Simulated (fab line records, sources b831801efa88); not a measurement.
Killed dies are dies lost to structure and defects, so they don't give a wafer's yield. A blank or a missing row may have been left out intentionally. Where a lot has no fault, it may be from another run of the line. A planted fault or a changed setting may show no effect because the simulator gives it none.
fab line records	flow gf180mcu
record lots=6	wafers=18	last_day=34
route steps=602 shown V5@555 TOP_METAL@567
lots with no fault: from the same line, run without faults
start_h: hours from the record's first day to the start of the lot's first wafer shown	wait_h: time in hours since the lot's previous step	" identical to the entry in the row above	L1.1+2: several wafers, shown together as one row	- value missing, or start not given	* or withheld: withheld	< > ~ a bound
route shown NAME@n: names a module that has steps shown in the file, with the first one's number in the route	usual: mean/standard deviation of fault-free wafers	same: alike in all rows	chamber/n: place in a boat	sites: per-site readings	_std_site: standard deviation across them	_edge_site: inner sites' mean taken away from outer sites' mean	radius_mm: how far each site lies from the wafer's centre	mask NAME#n: copy n	behind: tool/chamber where the wafer was last shaped	hold: why the lot went on hold/how many hours it stayed there/how the hold came to an end	device: transistor that didn't switch, given as n, p or np	end of line: tests of these same wafers at the route's end	a step given without rows: its recipe and nothing more	killed: at the first sort, the dies lost to defects and structure; wafer yield is something else	map: a wafer's dies, marking killed ones x, the rest . and places with no die _
set.NAME: setting as actually run; set.NAME@STEP: the setting as run at that earlier step	model.NAME: the simulator's own value behind a step, which no gauge read
lots at selected steps of the route; one table per step, one row per wafer
services: from which hour (start_h, from the record's first day; less than 0 if before it) a tool's chamber was out of use, for how many hours, and why
## steps
# step GF_V5_OVL_MEAS_15
# usual V5_OVL=-2/4.4
lot.wafer	tool	chamber	start_h	wait_h	V5_OVL[nm]
L636.1	overlay-02	-	659.67	0.1	-8
L636.4	"	-	"	"	-6
L636.5	"	-	"	"	-10
L641.1	overlay-02	-	690.12	0.1	5
L641.3	"	-	"	"	-1
L641.5	"	-	"	"	2
L643.2	overlay-02	-	703.08	0.1	-2
L643.5	"	-	"	"	-4
L643.6	"	-	"	"	-10
L651.2	overlay-02	-	757.45	0.1	-2
L651.4	"	-	"	"	-3
L651.6	"	-	"	"	-1
L653.2	overlay-01	-	765.05	0.1	-4
L653.3	"	-	"	"	-9
L653.5	"	-	"	"	-13
L654.2	overlay-01	-	773.86	0.1	3
L654.3	"	-	"	"	1
L654.6	"	-	"	"	-1
# step GF_V5_ETCH_16
# recipe chemistry=N2/H2	target_depth_a=withheld	overetch_a=withheld	time_s=withheld	target=BARC	ion_energy_ev=200	source_w=500	bias_w=100	pressure_mtorr=30	n2_flow_sccm=100	h2_flow_sccm=200
# usual bias_w=99.97/0.29	chamber_pressure_mTorr=30.00/0.031	drypump_motor_current_A=5.70/0.27	oes_product_au=0.854/0.0049	throttle_valve_pct=13.224/0.0095
lot.wafer	tool	chamber	start_h	wait_h	bias_w	chamber_pressure_mTorr	drypump_motor_current_A	oes_product_au	throttle_valve_pct
L636.1	rie_diel-01	3	659.71	0.0	100.37	29.93	5.75	0.862	13.232
L636.4	"	2	"	"	100.25	30.04	6.04	0.853	13.213
L636.5	"	2	"	"	100.12	30.03	6.06	0.856	13.202
L641.1	rie_diel-01	3	690.16	0.0	99.49	29.99	5.74	0.856	13.221
L641.3	"	2	"	"	99.93	29.97	6.07	0.859	13.226
L641.5	"	0	"	"	100.59	29.99	5.75	0.852	13.231
L643.2	rie_diel-03	0	703.11	0.0	99.87	29.98	5.78	0.853	13.223
L643.5	"	0	"	"	99.68	30.00	5.78	0.856	13.223
L643.6	"	1	"	"	99.63	30.00	5.97	0.852	13.245
L651.2	rie_diel-03	0	757.48	0.0	100.14	29.95	5.78	0.861	13.223
L651.4	"	2	"	"	99.86	30.02	5.27	0.847	13.235
L651.6	"	1	"	"	100.06	29.95	5.96	0.855	13.224
L653.2	rie_diel-04	1	765.08	0.0	100.20	29.94	5.04	0.864	13.234
L653.3	"	3	"	"	100.00	29.95	5.70	0.858	13.215
L653.5	"	2	"	"	99.83	29.98	5.67	0.848	13.226
L654.2	rie_diel-04	1	773.89	0.0	100.28	30.01	5.06	0.853	13.232
L654.3	"	3	"	"	100.28	29.99	5.70	0.852	13.225
L654.6	"	2	"	"	100.04	30.00	5.64	0.856	13.240
# step GF_V5_ETCH_17
# recipe chemistry=C4F8/O2/Ar	mask_material=KrF	target=SiO2	stop_on=TiN	source_w=1500	bias_w=1200	pressure_mtorr=40	c4f8_flow_sccm=withheld	O2_flow_sccm=6	Ar_flow_sccm=300	time_s=withheld	target_depth_a=8550
# usual bias_w=1200/3.8	chamber_pressure_mTorr=40.00/0.038	oes_product_au=0.860/0.0046
lot.wafer	tool	chamber	start_h	wait_h	bias_w	chamber_pressure_mTorr	oes_product_au
L636.1	rie_diel-01	3	-	-	1201	39.98	0.861
L636.4	"	2	"	"	1204	40.03	0.866
L636.5	"	2	"	"	1199	39.95	0.862
L641.1	rie_diel-01	3	-	-	1198	39.97	0.858
L641.3	"	2	"	"	1197	40.01	0.868
L641.5	"	0	"	"	1204	40.06	0.856
L643.2	rie_diel-03	0	-	-	1196	40.06	0.864
L643.5	"	0	"	"	1198	40.03	0.859
L643.6	"	1	"	"	1200	39.98	0.859
L651.2	rie_diel-03	0	-	-	1198	40.01	0.870
L651.4	"	2	"	"	1202	39.99	0.860
L651.6	"	1	"	"	1199	40.01	0.859
L653.2	rie_diel-04	1	-	-	1199	40.02	0.862
L653.3	"	3	"	"	1204	40.05	0.859
L653.5	"	2	"	"	1197	40.02	0.861
L654.2	rie_diel-04	1	-	-	1202	39.96	0.858
L654.3	"	3	"	"	1200	40.04	0.864
L654.6	"	2	"	"	1203	39.99	0.863
# step GF_V5_STRIP_18
# recipe chemistry=O2/N2	power_w=1400	pressure_mtorr=1500	platen_temp_c=250	o2_flow_sccm=3000	n2_flow_sccm=300	overash_fraction=0.5
# usual chamber_pressure_mTorr=1500.1/1.3	drypump_motor_current_A=5.8/0.39	heater_power_w=321/35	o2_flow_sccm=3000/9	oes_product_au=0.569/0.0053	platen_temp_c=250.01/0.18
lot.wafer	tool	chamber	start_h	wait_h	chamber_pressure_mTorr	drypump_motor_current_A	heater_power_w	o2_flow_sccm	oes_product_au	platen_temp_c	rf_hours_counter_h
L636.1	plasma_asher-04	0	659.86	-	1500.8	5.8	320	3005	0.570	250.16	57
L636.4	"	1	"	"	1499.5	5.4	267	3007	0.564	250.21	-
L636.5	"	1	"	"	1497.8	5.4	270	3004	0.567	250.05	-
L641.1	plasma_asher-02	1	690.31	-	1499.0	5.2	368	3000	0.570	250.15	99
L641.3	"	1	"	"	1499.7	5.2	358	2982	0.567	249.80	-
L641.5	"	0	"	"	1499.8	6.0	357	2987	0.567	249.76	-
L643.2	plasma_asher-02	1	703.26	-	1498.4	5.2	361	2996	0.570	249.78	101
L643.5	"	1	"	"	1499.9	5.2	359	3010	0.573	249.97	-
L643.6	"	0	"	"	1500.0	6.0	368	3004	0.573	249.74	-
L651.2	plasma_asher-01	1	757.63	-	1499.0	6.4	288	2984	0.564	250.16	2
L651.4	"	0	"	"	1499.9	5.8	324	3006	0.569	249.95	-
L651.6	"	0	"	"	1499.1	5.7	318	2992	0.573	250.12	-
L653.2	plasma_asher-04	1	765.23	-	1501.8	5.4	259	3018	0.571	250.12	68
L653.3	"	0	"	"	1498.8	5.9	328	3008	0.563	249.77	-
L653.5	"	1	"	"	1497.0	5.4	268	3005	0.579	249.89	-
L654.2	plasma_asher-02	0	774.05	-	1500.1	6.0	359	2993	0.570	250.29	109
L654.3	"	1	"	"	1500.3	5.2	362	2991	0.573	249.78	-
L654.6	"	0	"	"	1501.3	6.0	357	2989	0.572	250.10	-
# step GF_V5_STRIP_19
# recipe chemistry=post_etch_residue_remover	time_s=1200	temp_c=72.5
# step GF_V5_CLEAN_20
# recipe chemistry=DIW	dry=n2_spin
# step GF_V5_SPUTTER_21
# recipe material=Ti	target_thk_nm=15	chamber_pressure_pa=5	power_w=2500	substrate_temp_c=200	time_s=80.02
# step GF_V5_SPUTTER_22
# recipe material=TiN	target_thk_nm=10	chamber_pressure_pa=5	power_w=4000	time_s=40
# step GF_V5_CVD_23
# recipe material=W	target_thk_nm=350	time_s=104.9	temp_c=400	pressure_torr=40
# usual heater_power_w=821/21
lot.wafer	tool	chamber	start_h	wait_h	heater_power_w
L636.1	cvd_w-02	1	660.54	0.0	802
L636.4	"	0	"	"	812
L636.5	"	1	"	"	810
L641.1	cvd_w-02	0	690.95	0.0	799
L641.3	"	0	"	"	787
L641.5	"	1	"	"	793
L643.2	cvd_w-01	0	703.97	0.0	823
L643.5	"	0	"	"	813
L643.6	"	1	"	"	856
L651.2	cvd_w-01	0	758.27	0.0	832
L651.4	"	0	"	"	829
L651.6	"	1	"	"	842
L653.2	cvd_w-01	0	765.90	0.0	827
L653.3	"	0	"	"	828
L653.5	"	0	"	"	860
L654.2	cvd_w-02	1	774.69	0.0	808
L654.3	"	1	"	"	834
L654.6	"	1	"	"	825
# step GF_V5_RS_MEAS_24
# recipe thk_meas_gauge=four-point-probe	reads=W_of_V5_CVD_23+TiN_of_V5_SPUTTER_22+Ti_of_V5_SPUTTER_21
# usual V5_W_RS=0.329/0.004
lot.wafer	tool	chamber	start_h	wait_h	V5_W_RS[ohm/sq]
L636.1	film_metro-03	-	660.65	0.1	0.330
L636.4	"	-	"	"	0.336
L636.5	"	-	"	"	0.325
L641.1	film_metro-01	-	691.06	0.1	0.333
L641.3	"	-	"	"	0.332
L641.5	"	-	"	"	0.328
L643.2	film_metro-03	-	704.10	0.1	0.335
L643.5	"	-	"	"	0.327
L643.6	"	-	"	"	0.325
L651.2	film_metro-04	-	758.40	0.1	0.321
L651.4	"	-	"	"	0.321
L651.6	"	-	"	"	0.324
L653.2	film_metro-03	-	766.03	0.1	0.326
L653.3	"	-	"	"	0.329
L653.5	"	-	"	"	0.328
L654.2	film_metro-01	-	774.82	0.1	0.331
L654.3	"	-	"	"	0.330
L654.6	"	-	"	"	0.334
# step GF_V5_THK_MEAS_25
# recipe thk_meas_gauge=xrf	reads=W_of_V5_CVD_23
# usual V5_W_THK=360/5.7
lot.wafer	tool	chamber	start_h	wait_h	V5_W_THK[nm]
L636.1	film_metro-03	-	660.77	0.1	364
L636.4	"	-	"	"	357
L636.5	"	-	"	"	370
L641.1	film_metro-01	-	691.18	0.1	352
L641.3	"	-	"	"	353
L641.5	"	-	"	"	358
L643.2	film_metro-03	-	704.21	0.1	355
L643.5	"	-	"	"	364
L643.6	"	-	"	"	367
L651.2	film_metro-04	-	758.51	0.1	363
L651.4	"	-	"	"	365
L651.6	"	-	"	"	359
L653.2	film_metro-03	-	766.14	0.1	367
L653.3	"	-	"	"	363
L653.5	"	-	"	"	365
L654.2	film_metro-01	-	774.93	0.1	355
L654.3	"	-	"	"	359
L654.6	"	-	"	"	352
# step GF_V5_CMP_26
# recipe stop_on=SiO2	down_force_psi=3.5	platen_rpm=60	t_overpolish_s=15	target_thk_nm=0	pad_velocity_m_s=0.94248
# step GF_TOP_METAL_SPUTTER_00
# recipe material=Ti	target_thk_nm=37.5	arriving_ion_energy_ev=80	substrate_temp_c=200	chamber_pressure_pa=2	power_w=4000	time_s=150
# usual throttle_valve_pct=30.3/0.78
lot.wafer	tool	chamber	start_h	wait_h	throttle_valve_pct	model.Ti_of_TOP_METAL_SPUTTER_00.thk_nm
L636.1	pvd_sputter-02	-	661.13	0.1	30.8	37.58
L636.4	"	-	"	"	30.6	38.47
L636.5	"	-	"	"	30.8	38.29
L641.1	pvd_sputter-04	-	691.54	0.2	30.6	37.92
L641.3	"	-	"	"	29.1	60
L641.5	"	-	"	"	30.4	59.34
L643.2	pvd_sputter-04	-	704.56	0.2	30.0	37.13
L643.5	"	-	"	"	30.3	59.58
L643.6	"	-	"	"	30.1	37.47
L651.2	pvd_sputter-02	-	758.86	0.1	30.7	38.22
L651.4	"	-	"	"	30.5	36.96
L651.6	"	-	"	"	30.7	36.91
L653.2	pvd_sputter-01	-	766.49	0.2	31.2	37.64
L653.3	"	-	"	"	29.2	37.89
L653.5	"	-	"	"	31.3	37.82
L654.2	pvd_sputter-04	-	775.28	0.1	30.7	38.42
L654.3	"	-	"	"	29.1	38.09
L654.6	"	-	"	"	30.6	37.89
# step GF_TOP_METAL_SPUTTER_01
# recipe material=TiN	target_thk_nm=30	power_w=6500	time_s=25	chamber_pressure_pa=0.4
# usual throttle_valve_pct=30.3/0.78
lot.wafer	tool	chamber	start_h	wait_h	throttle_valve_pct
L636.1	pvd_sputter-02	-	661.23	0.1	30.7
L636.4	"	-	"	"	31.0
L636.5	"	-	"	"	30.9
L641.1	pvd_sputter-04	-	691.64	0.1	30.4
L641.3	"	-	"	"	28.9
L641.5	"	-	"	"	30.4
L643.2	pvd_sputter-04	-	704.66	0.1	29.9
L643.5	"	-	"	"	30.3
L643.6	"	-	"	"	29.8
L651.2	pvd_sputter-02	-	758.96	0.1	30.7
L651.4	"	-	"	"	30.7
L651.6	"	-	"	"	30.3
L653.2	pvd_sputter-01	-	766.59	0.1	31.4
L653.3	"	-	"	"	29.1
L653.5	"	-	"	"	31.3
L654.2	pvd_sputter-04	-	775.38	0.1	30.7
L654.3	"	-	"	"	29.0
L654.6	"	-	"	"	30.3
## services
tool	chamber	start_h	hours	kind
pvd_sputter-04	3	652.65	-	consumable_replace:kit
pvd_sputter-04	3	652.65	18.0	scheduled_down
pvd_sputter-04	3	652.65	18.0	vent_cycle
cvd_w-02	1	664.88	3.1	repair
rie_diel-03	1	666.95	8.0	repair
rie_diel-03	-	667.80	4.3	pm
rie_diel-04	-	669.45	2.8	pm
plasma_asher-01	-	683.20	22.2	pm
rie_diel-04	0	693.49	22.0	repair
rie_diel-01	1	704.10	2.9	repair
plasma_asher-04	-	706.32	1.9	repair
rie_diel-03	2	727.10	6.5	repair
pvd_sputter-04	-	727.56	0.9	repair
rie_diel-04	1	728.18	3.6	repair
pvd_sputter-04	2	731.29	-	consumable_replace:kit
pvd_sputter-04	2	731.29	18.0	scheduled_down
pvd_sputter-04	2	731.29	18.0	vent_cycle
plasma_asher-01	-	733.75	9.0	pm
plasma_asher-02	-	739.30	0.4	repair
pvd_sputter-02	-	740.98	8.5	repair
pvd_sputter-02	-	748.32	0.8	repair
rie_diel-01	1	751.69	1.7	repair
rie_diel-01	3	752.37	5.6	repair
cvd_w-01	-	766.56	6.0	pm
## key
first_sign none at tools or gauges
model_effect step=GF_TOP_METAL_SPUTTER_00	value=Ti_of_TOP_METAL_SPUTTER_00.thk_nm	without=37.46	struck=59.64
met_at GF_TOP_METAL_SPUTTER_00
struck_wafers L641.3,L641.5,L643.5
fault kind=process_parameter_drift	tool=pvd_sputter-04	chamber=-	onset_h=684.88	steps=GF_TOP_METAL_SPUTTER_00	channel=target_thk_nm	offset=22.178	shape=step	end_h=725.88	scope=struck_wafers_only	acts_in=these_recipes_only	stated=37.5
